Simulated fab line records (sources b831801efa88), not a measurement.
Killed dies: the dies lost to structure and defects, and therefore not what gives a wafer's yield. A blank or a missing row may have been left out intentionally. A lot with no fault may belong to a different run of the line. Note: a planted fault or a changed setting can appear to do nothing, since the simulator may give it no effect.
fab line records	flow sky130
[record] lots = 6	wafers = 18	last_day = 49
route steps=708 shown LDD_HVN@274 LDD_HVP@278 PAD_OPEN@708
lots untouched by any fault: they come from a run of this same line in which no faults occurred
start_h: start of the lot's first displayed wafer, in hours after the record's first day	wait_h: time in hours since the lot's previous step	" same as the row above	L1.1+2: several wafers, shown together as one row	- value missing, or start not given	* or withheld: withheld	< > ~ a bound
route shown NAME@n: a module of which the file shows steps, and the number in the route of the first	usual: mean and standard deviation over wafers with no fault	same: alike in all rows	chamber/n: place in a boat	sites: per-site readings	_std_site: standard deviation across them	_edge_site: outer sites' mean less inner sites'	radius_mm: how far each site lies from the wafer's centre	mask NAME#n: copy n	behind: the tool/chamber that last shaped the wafer	hold: why the lot went on hold/how many hours it stayed there/how the hold came to an end	device: the n, p or np transistor that did not switch	end of line: the tests these same wafers got at the end of their route	for a step that has no rows: nothing shown but its recipe	killed: at the first sort, the dies lost to defects and structure; wafer yield is something else	map: a wafer's dies, marking killed ones x, the rest . and places with no die _
set.NAME: the setting that was run; set.NAME@STEP: the one run at that earlier step	model.NAME: the simulator's own value behind a step, which no gauge read
lots seen at some steps along the route; tables by step, rows by wafer
services: a tool's chamber out of use, with start hour (start_h, from the record's first day; less than 0 if before it), hours out, and reason
[[steps]]
[step SKY_LDD_HVN_OVL_MEAS_07]
[usual] LDD_HVN_OVL = -1.3/1.5
lot.wafer	tool	chamber	start_h	wait_h	LDD_HVN_OVL[nm]
L538.1	overlay-02	-	484.89	0.1	-0.8
L538.4	"	-	"	"	-1.4
L538.5	"	-	"	"	-1.3
L544.2	overlay-01	-	551.09	0.1	1.0
L544.4	"	-	"	"	-1.3
L544.5	"	-	"	"	-1.5
L546.2	overlay-02	-	559.69	0.1	-1.9
L546.3	"	-	"	"	-5.4
L546.4	"	-	"	"	-2.8
L547.2	overlay-02	-	567.69	0.1	-2.0
L547.3	"	-	"	"	-1.7
L547.5	"	-	"	"	-2.4
L548.1	overlay-02	-	568.79	0.1	0.9
L548.3	"	-	"	"	-0.8
L548.4	"	-	"	"	3.0
L554.3	overlay-02	-	624.59	0.1	-2.0
L554.5	"	-	"	"	-1.9
L554.6	"	-	"	"	-2.5
[step SKY_LDD_HVN_IMPLANT_08]
[recipe] species = P	energy_kev = 60	dose_cm2 = 2.958e+13	tilt_deg = 40
[step SKY_LDD_HVN_STRIP_09]
[recipe] chemistry = O2/N2	power_w = 1400	pressure_mtorr = 1500	platen_temp_c = withheld	o2_flow_sccm = 3000	n2_flow_sccm = 300	overash_fraction = 0.5
[usual] drypump_motor_current_A = 5.7/0.38	oes_product_au = 0.408/0.0046	strip_time_to_endpoint_s = 4.132/0.015
[same] overash_fraction = 0.5
lot.wafer	tool	chamber	start_h	wait_h	drypump_motor_current_A	oes_product_au	rf_hours_counter_h	strip_time_to_endpoint_s
L538.1	plasma_asher-01	1	485.07	0.1	5.4	0.413	72	4.182
L538.4	"	0	"	"	5.3	0.409	-	4.128
L538.5	"	1	"	"	5.4	0.415	-	4.132
L544.2	plasma_asher-01	1	551.27	0.1	5.4	0.415	78	4.119
L544.4	"	0	"	"	5.2	0.412	-	4.087
L544.5	"	1	"	"	5.4	0.407	-	4.116
L546.2	plasma_asher-04	1	559.87	0.1	6.3	0.402	89	4.137
L546.3	"	1	"	"	6.3	0.398	-	4.142
L546.4	"	0	"	"	6.3	0.401	-	4.133
L547.2	plasma_asher-02	1	567.87	0.1	5.6	0.402	34	4.120
L547.3	"	1	"	"	5.6	0.415	-	4.146
L547.5	"	0	"	"	5.6	0.396	-	4.133
L548.1	plasma_asher-01	0	568.97	0.1	5.2	0.416	80	4.112
L548.3	"	1	"	"	5.4	0.405	-	4.110
L548.4	"	0	"	"	5.2	0.404	-	4.132
L554.3	plasma_asher-04	0	624.80	0.1	6.2	0.417	-	4.142
L554.5	"	0	"	"	6.2	0.413	-	4.129
L554.6	"	1	"	"	6.3	0.412	-	4.117
[step SKY_LDD_HVN_TW_MEAS_10]
[usual] LDD_HVN_TW = 1436/23
lot.wafer	tool	chamber	start_h	wait_h	LDD_HVN_TW
L538.1	film_metro-03	-	485.17	0.1	1397
L538.4	"	-	"	"	1397
L538.5	"	-	"	"	1405
L544.2	film_metro-02	-	551.38	0.1	1435
L544.4	"	-	"	"	1432
L544.5	"	-	"	"	1435
L546.2	film_metro-03	-	559.98	0.1	1398
L546.3	"	-	"	"	1404
L546.4	"	-	"	"	1407
L547.2	film_metro-03	-	567.98	0.1	1406
L547.3	"	-	"	"	1402
L547.5	"	-	"	"	1400
L548.1	film_metro-02	-	569.07	0.1	1422
L548.3	"	-	"	"	1427
L548.4	"	-	"	"	1419
L554.3	film_metro-04	-	624.89	0.1	1456
L554.5	"	-	"	"	1458
L554.6	"	-	"	"	1448
[step SKY_LDD_HVP_DEHYDRATE_00]
[recipe] temp_c = 200	time_s = 60
[step SKY_LDD_HVP_HMDS_01]
[recipe] prime_time_s = 60	prime_temp_c = 120
[step SKY_LDD_HVP_COAT_02]
[recipe] resist = NOVOLAK	spin_rpm = 3000	resist_thk_nm = 300
[step SKY_LDD_HVP_SOFTBAKE_03]
[recipe] temp_c = 90	time_s = 60	resist = NOVOLAK
[step SKY_LDD_HVP_EXPOSE_04]
[recipe] mask_id = HVPTM	na = 0.6	source_shape = conventional	sigma_outer = 0.6	polarization = unpolarized	target_cd_nm = 700	dose_mj = 87
[step SKY_LDD_HVP_PEB_05]
[recipe] temp_c = withheld	time_s = *	resist = NOVOLAK
[step SKY_LDD_HVP_DEVELOP_06]
[recipe] resist = NOVOLAK	developer = TMAH	develop_time_s = 60	dev_temp_c = 23
[step SKY_LDD_HVP_OVL_MEAS_07]
[usual] LDD_HVP_OVL = -0.1/1.5
lot.wafer	tool	chamber	start_h	wait_h	LDD_HVP_OVL[nm]
L538.1	overlay-01	-	515.78	0.1	-0.6
L538.4	"	-	"	"	-0.4
L538.5	"	-	"	"	-0.4
L544.2	overlay-01	-	581.09	0.1	0.4
L544.4	"	-	"	"	-2.9
L544.5	"	-	"	"	-1.3
L546.2	overlay-01	-	589.46	0.1	1.1
L546.3	"	-	"	"	0.1
L546.4	"	-	"	"	-0.1
L547.2	overlay-02	-	597.39	0.1	-1.3
L547.3	"	-	"	"	-1.2
L547.5	"	-	"	"	-3.2
L548.1	overlay-01	-	598.63	0.1	-1.8
L548.3	"	-	"	"	-0.7
L548.4	"	-	"	"	-1.4
L554.3	overlay-02	-	653.51	0.1	-2.5
L554.5	"	-	"	"	-1.5
L554.6	"	-	"	"	0.0
[step SKY_LDD_HVP_IMPLANT_08]
[recipe] species = B	energy_kev = 20	dose_cm2 = 1.7e+13	tilt_deg = 17.9
[usual] beam_energy_keV = 20.000/0.0064	faraday_current_uA = 96.0/1.9
lot.wafer	tool	chamber	start_h	wait_h	beam_energy_keV	faraday_current_uA	model.implant.rp_nm	model.implant.drp_nm
L538.1	implanter-04	0	515.94	0.2	20.003	94.6	60.4	28.53
L538.4	"	0	"	"	19.997	95.3	60.4	28.53
L538.5	"	0	"	"	19.994	98.7	60.4	28.53
L544.2	implanter-03	0	581.14	0.0	25.028	96.0	77.95	35.97
L544.4	"	0	"	"	25.028	100.2	77.95	35.97
L544.5	"	0	"	"	25.030	98.9	77.95	35.97
L546.2	implanter-02	0	589.51	0.0	19.993	97.5	62.97	28.53
L546.3	"	0	"	"	20.000	93.2	62.97	28.53
L546.4	"	0	"	"	19.998	98.8	62.97	28.53
L547.2	implanter-02	0	597.44	0.0	19.987	97.5	63.77	28.53
L547.3	"	0	"	"	19.993	95.0	63.77	28.53
L547.5	"	0	"	"	19.996	93.8	63.77	28.53
L548.1	implanter-03	0	598.67	0.0	25.045	95.0	75.57	35.97
L548.3	"	0	"	"	25.039	96.3	75.57	35.97
L548.4	"	0	"	"	25.029	93.2	75.57	35.97
L554.3	implanter-03	0	653.59	0.1	20.012	96.0	60.78	28.53
L554.5	"	0	"	"	19.999	96.8	60.78	28.53
L554.6	"	0	"	"	20.004	96.1	60.78	28.53
[step SKY_LDD_HVP_STRIP_09]
[recipe] chemistry = O2/N2	power_w = 1400	pressure_mtorr = 1500	platen_temp_c = withheld	o2_flow_sccm = 3000	n2_flow_sccm = 300	overash_fraction = 0.5
[usual] drypump_motor_current_A = 6.0/0.42	oes_product_au = 0.409/0.0045	strip_time_to_endpoint_s = 4.135/0.015
[same] overash_fraction = 0.5
lot.wafer	tool	chamber	start_h	wait_h	drypump_motor_current_A	oes_product_au	rf_hours_counter_h	strip_time_to_endpoint_s
L538.1	plasma_asher-02	0	516.09	0.1	5.6	0.405	28	4.121
L538.4	"	1	"	"	5.6	0.404	-	4.136
L538.5	"	1	"	"	5.6	0.420	-	4.142
L544.2	plasma_asher-04	1	581.27	0.1	6.3	0.415	91	4.134
L544.4	"	0	"	"	6.2	0.401	-	4.148
L544.5	"	0	"	"	6.2	0.413	-	4.131
L546.2	plasma_asher-03	0	589.64	0.1	5.7	0.407	16	4.141
L546.3	"	0	"	"	5.7	0.416	-	4.153
L546.4	"	1	"	"	6.7	0.408	-	4.105
L547.2	plasma_asher-04	0	597.57	0.1	6.2	0.414	93	4.118
L547.3	"	1	"	"	6.3	0.408	-	4.109
L547.5	"	1	"	"	6.3	0.410	-	4.146
L548.1	plasma_asher-04	0	598.82	0.1	6.2	0.406	93	4.113
L548.3	"	1	"	"	6.3	0.412	-	4.141
L548.4	"	0	"	"	6.2	0.409	-	4.130
L554.3	plasma_asher-04	1	653.72	0.1	6.3	0.400	-	4.122
L554.5	"	1	"	"	6.3	0.407	-	4.119
L554.6	"	0	"	"	6.2	0.413	-	4.124
[step SKY_PAD_OPEN_PROBE_99]
[usual] killed_at_M0_to_M3 = 42/7	killed_at_M4_up = 3.2/1.6	killed_at_contacts = 24/5.8	killed_at_front_end = 16/4.3	killed_at_other = 0.3/0.62	killed_dies = 86/9.5	killed_open = 46/6.4	killed_short = 39/6.3
[same] gross_dies = 492	killed_at_back_side = 0
lot.wafer	tool	chamber	start_h	wait_h	killed_at_M0_to_M3	killed_at_M4_up	killed_at_contacts	killed_at_front_end	killed_at_other	killed_dies	killed_open	killed_short	model.etest.tip_p_5v.rs_ohm_sq	model.etest.pfet_g5v0d10v5.drive_ua_um	model.etest.pfet_g5v0d10v5.off_log10_a_um	model.etest.pfet_g5v0d10v5.vt_sat_v
L538.1	prober-02	-	1092.06	0.1	38	3	16	17	0	74	38	35	2904	337.9	-12.9	-0.6501
L538.4	prober-02	-	1092.21	0.2	52	2	25	14	1	94	53	41	2884	337.5	-12.69	-0.634
L538.5	prober-02	-	1092.26	0.2	53	0	20	18	0	91	54	37	2882	338.1	-12.76	-0.6572
L544.2	prober-01	-	1136.52	0.1	52	3	23	7	0	85	43	42	2767	349.2	-12.28	-0.6076
L544.4	prober-01	-	1136.62	0.2	39	3	33	13	1	89	49	39	2772	346.1	-12.45	-0.6262
L544.5	prober-01	-	1136.67	0.2	38	4	29	11	0	82	51	31	2761	352.6	-12.26	-0.5942
L546.2	prober-02	-	1140.21	0.1	46	5	20	6	1	78	36	42	2868	334.7	-12.51	-0.6231
L546.3	prober-02	-	1140.26	0.2	39	2	13	20	1	75	37	38	2846	332.8	-12.73	-0.659
L546.4	prober-02	-	1140.31	0.2	34	1	25	15	0	75	42	33	2864	333.2	-12.51	-0.6259
L547.2	prober-01	-	1147.69	0.1	38	3	21	18	0	80	44	36	2878	336.7	-12.85	-0.6712
L547.3	prober-01	-	1147.74	0.2	41	3	16	21	0	81	47	34	2877	337.1	-12.81	-0.6763
L547.5	prober-01	-	1147.84	0.2	47	5	26	17	2	97	54	43	2870	333.3	-12.75	-0.6634
L548.1	prober-02	-	1147.97	0.1	40	4	30	20	0	94	51	43	2774	350.1	-12.38	-0.6157
L548.3	prober-02	-	1148.07	0.2	49	1	27	16	0	93	53	39	2758	344.2	-12.6	-0.6414
L548.4	prober-02	-	1148.12	0.2	30	7	23	18	0	78	45	33	2782	346.1	-12.54	-0.6446
L554.3	prober-02	-	1183.42	0.2	54	3	20	15	0	92	51	41	2895	340.7	-12.58	-0.6212
L554.5	prober-02	-	1183.52	0.2	38	5	21	19	0	83	40	42	2905	336.1	-13.06	-0.6858
L554.6	prober-02	-	1183.57	0.2	37	5	19	13	0	74	46	28	2896	333.9	-13.12	-0.6895
// killed by level:class
L538.1 VIA2:geometric_particle:open=10 POLY_GATE:geometric_particle:short=8 POLY_GATE:geometric_particle:open=6 CONTACT:geometric_particle:open=6 VIA1:geometric_particle:open=6 VIA1:geometric_particle:short=4 VIA3:geometric_particle:open=4 LOCAL_INTERCONNECT:geometric_particle:short=3
L538.4 VIA1:geometric_particle:open=14 VIA2:geometric_particle:open=8 VIA3:geometric_particle:open=8 CONTACT:geometric_particle:open=6 VIA1:geometric_particle:short=6 POLY_GATE:geometric_particle:open=5 LI_CONTACT:geometric_particle:open=5 METAL1:geometric_particle:short=5
L538.5 VIA3:geometric_particle:open=12 VIA1:geometric_particle:open=11 VIA2:geometric_particle:open=9 CONTACT:geometric_particle:open=7 FIELD_ISO:geometric_particle:short=5 POLY_GATE:geometric_particle:short=5 LI_CONTACT:geometric_particle:open=5 METAL1:geometric_particle:short=5
L544.2 METAL2:geometric_particle:short=13 VIA1:geometric_particle:open=9 LI_CONTACT:geometric_particle:open=9 VIA3:geometric_particle:open=8 CONTACT:geometric_particle:open=6 METAL1:geometric_particle:short=6 CONTACT:geometric_particle:short=5 FIELD_ISO:geometric_particle:open=3
L544.4 LI_CONTACT:geometric_particle:open=10 CONTACT:geometric_particle:open=10 METAL1:geometric_particle:short=10 VIA1:geometric_particle:open=8 CONTACT:geometric_particle:short=6 VIA3:geometric_particle:open=6 VIA2:geometric_particle:open=5 FIELD_ISO:geometric_particle:short=4
L544.5 VIA1:geometric_particle:open=10 VIA3:geometric_particle:open=10 CONTACT:geometric_particle:open=8 LI_CONTACT:geometric_particle:open=6 LOCAL_INTERCONNECT:geometric_particle:short=5 LOCAL_INTERCONNECT:geometric_particle:open=5 POLY_GATE:geometric_particle:short=4 METAL4:geometric_particle:short=4
L546.2 METAL1:geometric_particle:short=11 LOCAL_INTERCONNECT:geometric_particle:short=7 VIA1:geometric_particle:open=7 VIA2:geometric_particle:open=6 METAL3:geometric_particle:short=5 CONTACT:geometric_particle:open=5 METAL2:geometric_particle:short=5 METAL2:geometric_particle:open=4
L546.3 METAL1:geometric_particle:short=8 VIA1:geometric_particle:short=8 FIELD_ISO:geometric_particle:open=7 VIA1:geometric_particle:open=6 VIA2:geometric_particle:open=6 POLY_GATE:geometric_particle:short=4 POLY_GATE:geometric_particle:open=4 LOCAL_INTERCONNECT:geometric_particle:short=4
L546.4 CONTACT:geometric_particle:open=8 VIA1:geometric_particle:open=7 METAL2:geometric_particle:short=6 POLY_GATE:geometric_particle:open=5 LI_CONTACT:geometric_particle:open=5 LOCAL_INTERCONNECT:geometric_particle:short=5 POLY_GATE:geometric_particle:short=4 VIA2:geometric_particle:open=4
L547.2 VIA3:geometric_particle:open=9 CONTACT:geometric_particle:open=8 FIELD_ISO:geometric_particle:short=6 LOCAL_INTERCONNECT:geometric_particle:short=5 METAL1:geometric_particle:short=5 METAL2:geometric_particle:open=5 FIELD_ISO:geometric_particle:open=4 POLY_GATE:geometric_particle:short=4
L547.3 VIA1:geometric_particle:open=13 CONTACT:geometric_particle:open=8 VIA1:geometric_particle:short=7 METAL2:geometric_particle:short=6 FIELD_ISO:geometric_particle:short=5 POLY_GATE:geometric_particle:open=5 POLY_GATE:geometric_particle:short=5 VIA3:geometric_particle:open=5
L547.5 CONTACT:geometric_particle:open=9 LI_CONTACT:geometric_particle:open=8 VIA1:geometric_particle:open=8 VIA1:geometric_particle:short=7 VIA3:geometric_particle:open=7 VIA2:geometric_particle:open=6 FIELD_ISO:geometric_particle:short=5 FIELD_ISO:geometric_particle:open=5
L548.1 VIA1:geometric_particle:open=13 CONTACT:geometric_particle:open=11 LI_CONTACT:geometric_particle:open=8 POLY_GATE:geometric_particle:short=7 VIA2:geometric_particle:open=7 VIA1:geometric_particle:short=6 LOCAL_INTERCONNECT:geometric_particle:short=5 CONTACT:geometric_particle:short=5
L548.3 VIA1:geometric_particle:open=12 CONTACT:geometric_particle:short=11 VIA3:geometric_particle:open=11 VIA2:geometric_particle:open=7 CONTACT:geometric_particle:open=7 METAL1:geometric_particle:short=5 VIA1:geometric_particle:short=5 FIELD_ISO:geometric_particle:open=4
L548.4 CONTACT:geometric_particle:open=10 LI_CONTACT:geometric_particle:open=7 VIA1:geometric_particle:open=6 VIA2:geometric_particle:open=6 POLY_GATE:geometric_particle:open=5 METAL1:geometric_particle:short=5 VIA1:geometric_particle:short=4 METAL4:geometric_particle:short=4
L554.3 CONTACT:geometric_particle:open=14 VIA2:geometric_particle:open=11 VIA1:geometric_particle:open=9 METAL1:geometric_particle:short=8 METAL2:geometric_particle:short=6 FIELD_ISO:geometric_particle:short=5 VIA3:geometric_particle:open=5 CONTACT:geometric_particle:short=4
L554.5 VIA1:geometric_particle:open=8 CONTACT:geometric_particle:open=7 METAL2:geometric_particle:short=7 CONTACT:geometric_particle:short=6 VIA3:geometric_particle:open=6 FIELD_ISO:geometric_particle:short=5 VIA2:geometric_particle:open=5 LI_CONTACT:geometric_particle:open=4
L554.6 VIA1:geometric_particle:open=12 CONTACT:geometric_particle:open=11 FIELD_ISO:geometric_particle:open=5 METAL1:geometric_particle:short=5 VIA2:geometric_particle:open=5 METAL4:geometric_particle:short=4 VIA3:geometric_particle:open=4 POLY_GATE:geometric_particle:short=3
[[services]]
tool	chamber	start_h	hours	kind
implanter-02	-	473.37	10.7	repair
implanter-03	-	486.16	1.9	repair
plasma_asher-01	-	498.21	5.3	repair
implanter-02	-	514.47	20.9	pm
plasma_asher-02	-	578.13	3.6	repair
plasma_asher-02	-	586.94	14.6	pm
implanter-04	-	587.52	1.5	repair
implanter-02	-	598.28	11.4	repair
plasma_asher-02	-	601.54	2.8	pm
implanter-03	-	626.22	2.6	repair
implanter-03	-	626.40	1.2	repair
implanter-04	-	643.34	4.2	repair
[[key]]
[first_sign] step = SKY_LDD_HVP_IMPLANT_08	reading = beam_energy_keV	direction = up	sigmas = 99+	usual = *	struck = *
effect none on later readings
[model_effect] step = SKY_LDD_HVP_IMPLANT_08	value = implant.rp_nm	without = 61.48	struck = 76.76
[model_effect] step = SKY_PAD_OPEN_PROBE_99	value = etest.tip_p_5v.rs_ohm_sq	without = 2876	struck = 2769
met_at SKY_LDD_HVP_IMPLANT_08
struck_wafers L544.2,L544.4,L544.5,L548.1,L548.3,L548.4
tester_left_out L544,L548
[fault] kind = process_parameter_drift	tool = implanter-03	chamber = -	onset_h = 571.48	steps = SKY_LDD_HVP_IMPLANT_08	channel = energy_kev	offset = *	shape = step	end_h = 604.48	acts_in = *	stated = *
// tester_left_out: of these lots the tester's yield and bins aren't shown, on N5 and GAA mostly nor the transistor test; their killed dies are dies lost to structure and defects alone, not to doping, threshold or leakage, so they don't give the yield
